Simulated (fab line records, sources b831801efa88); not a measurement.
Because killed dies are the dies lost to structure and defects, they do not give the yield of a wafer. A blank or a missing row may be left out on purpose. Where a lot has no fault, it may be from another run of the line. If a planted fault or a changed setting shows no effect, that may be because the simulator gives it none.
A struck lot beside a sound one || flow gf180mcu || 32 out of 602 route steps
Sound: the wafers L662.2, L662.5, L662.6. Wafers struck: L652.1, L652.4, L652.5. At the end, the cause is stated.
For every step that has rows: the tool of each side, followed by ch and its chambers, followed by its first start. Under that, the readings that differ: sound wafers || struck wafers || difference of the means || sigmas: that difference in standard deviations of wafers without a fault.
alike: readings with means less than 2 such deviations apart, plus words and numbers identical on both sides. not compared: withheld readings, readings lacking a value on some wafer, bounds such as >300 that could conceal the same value, and numbers that have no deviation in the record and whose values overlap.
The two part at a step that has a row with sigmas, a row that says differs or no value, or rows on one side only. Numbers that don't overlap but have no deviation are shown without sigmas and don't part them. Lack of a reading on every wafer of one side parts them only where that side has two or more wafers.

first, 2 steps without rows for these wafers: GF_SAB_ETCH_11 (etches SiO2 in C4F8/O2/Ar, target depth 55 nm, time 8.366 s); GF_SAB_WET_ETCH_12 (etches SiO2 in dHF, target depth 22 nm, time 440 s).
GF_SAB_STRIP_13: strips in O2/N2.
  sound on plasmaAsher-02 ch 0,1, day 22 04:40; struck on plasmaAsher-01 ch 0,1, day 18 15:07
{"reading": "heaterPowerW (W)", "sound": "271 278 305", "struck": "412 315 410", "difference": "+94", "sigmas": "+3"}
  alike: drypumpMotorCurrentA, oesProductAu, stripTimeToEndpointS
  not compared: rfHoursCounterH
then, 2 steps without rows for these wafers: GF_SALICIDE_CLEAN_00 (cleans in SC1/SC2, time 150 s); GF_SALICIDE_WET_ETCH_01 (etches SiO2 in dHF, target depth 5 nm, time 100 s).
GF_SALICIDE_SPUTTER_02: material Co, target thk 10 nm, time 20 s.
  sound on pvdSputter-03 at day 22 04:51; struck on pvdSputter-04 at day 18 15:17
  alike: cathodeDcPowerW, throttleValvePct
then, 1 step without rows for these wafers: GF_SALICIDE_SPUTTER_03 (material TiN, target thk 20 nm, time 16.7 s).
GF_SALICIDE_RS_MEAS_04: the measuring method here is four-point-probe.
  sound on filmMetro-03 at day 22 04:55; struck on filmMetro-02 at day 18 15:21
  alike: SALICIDE_TIN_RS
GF_SALICIDE_THK_MEAS_05: measures by xrf.
  sound on filmMetro-03 at day 22 05:02; struck on filmMetro-02 at day 18 15:28
  alike: SALICIDE_TIN_THK
then, 3 steps without rows for these wafers: GF_SALICIDE_RTA_06 (time 30 s); GF_SALICIDE_WET_ETCH_07 (etches the open film in SPM, target depth 120 nm); GF_SALICIDE_RTA_08 (time 30 s).
GF_CONTACT_CVD_00: deposits SiO2, target thk 300 nm, time 50 s.
  sound on hdpcvd-02 ch 1,2, day 22 05:23; struck on hdpcvd-01 ch 0,1,2, day 18 15:49
{"reading": "sih4FlowSccm (sccm)", "sound": "59.97 59.82 59.51", "struck": "50.63 50.99 50.85", "difference": -8.94, "sigmas": -53}
{"reading": "model.SiO2_of_CONTACT_CVD_00.thkNm (nm)", "sound": "298.5 302.4 297.6", "struck": "255.8 255.1 257", "difference": -43.5, "sigmas": ""}
GF_CONTACT_THK_MEAS_01:
  sound on filmMetro-02 at day 22 05:26; struck on filmMetro-01 at day 18 15:52
{"reading": "CONTACT_CVD_00_THK (nm)", "sound": "299 302 298", "struck": "256 255 257", "difference": -44, "sigmas": -13}
GF_CONTACT_CVD_02: deposits SiO2 from TEOS, target thk 860 nm, time 95.992 s.
  sound on pecvd-02 ch 0,1,2, day 22 05:29; struck on pecvd-04 ch 1,2, day 18 15:55
  alike: heaterPowerW
GF_CONTACT_THK_MEAS_03:
  sound on filmMetro-04 at day 22 05:34; struck on filmMetro-01 at day 18 16:02
  alike: CONTACT_CVD_02_THK
GF_CONTACT_CMP_04: polishes SiO2.
  sound on cmp-02 ch 0,1, day 22 05:37; struck on cmp-01 ch 1,2, day 18 16:05
  alike: motorCurrentA
GF_CONTACT_BOW_MEAS_05:
  sound on filmMetro-04 at day 22 05:56; struck on filmMetro-04 at day 18 16:23
  alike: CONTACT_BOW
then, 8 steps without rows for these wafers: GF_CONTACT_DEHYDRATE_06 (time 60 s); GF_CONTACT_HMDS_07 (prime time 60 s); GF_CONTACT_COAT_08; GF_CONTACT_COAT_09 (resist thk 1000 nm); GF_CONTACT_SOFTBAKE_10 (time 60 s); GF_CONTACT_EXPOSE_11 (exposes mask Contact, target cd 220 nm); GF_CONTACT_PEB_12 (peb time 90 s); GF_CONTACT_DEVELOP_13 (develop time 62.08 s).
GF_CONTACT_CD_MEAS_14: target cd 220 nm.
  sound on cdSem-02 at day 23 04:59; struck on cdSem-01 at day 19 16:21
  alike: cdNm
GF_CONTACT_OVL_MEAS_15:
  sound on overlay-02 at day 23 05:05; struck on overlay-01 at day 19 16:28
  alike: CONTACT_OVL
then, 1 step without rows for these wafers: GF_CONTACT_ETCH_16 (etches BARC in N2/H2).
GF_CONTACT_ETCH_17: etches SiO2 in C4F8/O2/Ar, stops on CoSi2, target depth 860 nm.
  sound on rieDiel-03 ch 0,1,2; struck on rieDiel-01 ch 0,1,2
{"reading": "oesProductAu (a.u.)", "sound": "0.815 0.817 0.810", "struck": "0.791 0.786 0.796", "difference": -0.023, "sigmas": -4}
{"reading": "model.CONTACT.featureDepthNm (nm)", "sound": "858.2 863.2 859.3", "struck": "816.6 813.3 816.1", "difference": -44.9, "sigmas": ""}
{"reading": "model.etch.depthNm (nm)", "sound": "858.2 863.2 859.3", "struck": "816.6 813.3 816.1", "difference": -44.9, "sigmas": ""}
GF_CONTACT_STRIP_18: strips in O2/N2.
  sound on plasmaAsher-04 ch 0,1, day 23 05:17; struck on plasmaAsher-01 ch 0,1, day 19 16:40
  alike: drypumpMotorCurrentA, heaterPowerW, oesProductAu
  not compared: rfHoursCounterH
-- the record jumps here: 12 days lie between the struck wafers' starts before and after (it left off in module CONTACT and takes up again in module PASSIVATION, whose first step shown is number 602 of the route) --
GF_PASSIVATION_PROBE_99:
  only the struck wafers here have rows in the record (prober-01, day 31 19:58); the sound ones have none

## WHERE THEY PART
Earliest at GF_SAB_STRIP_13; latest, in this record, at GF_PASSIVATION_PROBE_99.

WHY: whatever the simulator had introduced
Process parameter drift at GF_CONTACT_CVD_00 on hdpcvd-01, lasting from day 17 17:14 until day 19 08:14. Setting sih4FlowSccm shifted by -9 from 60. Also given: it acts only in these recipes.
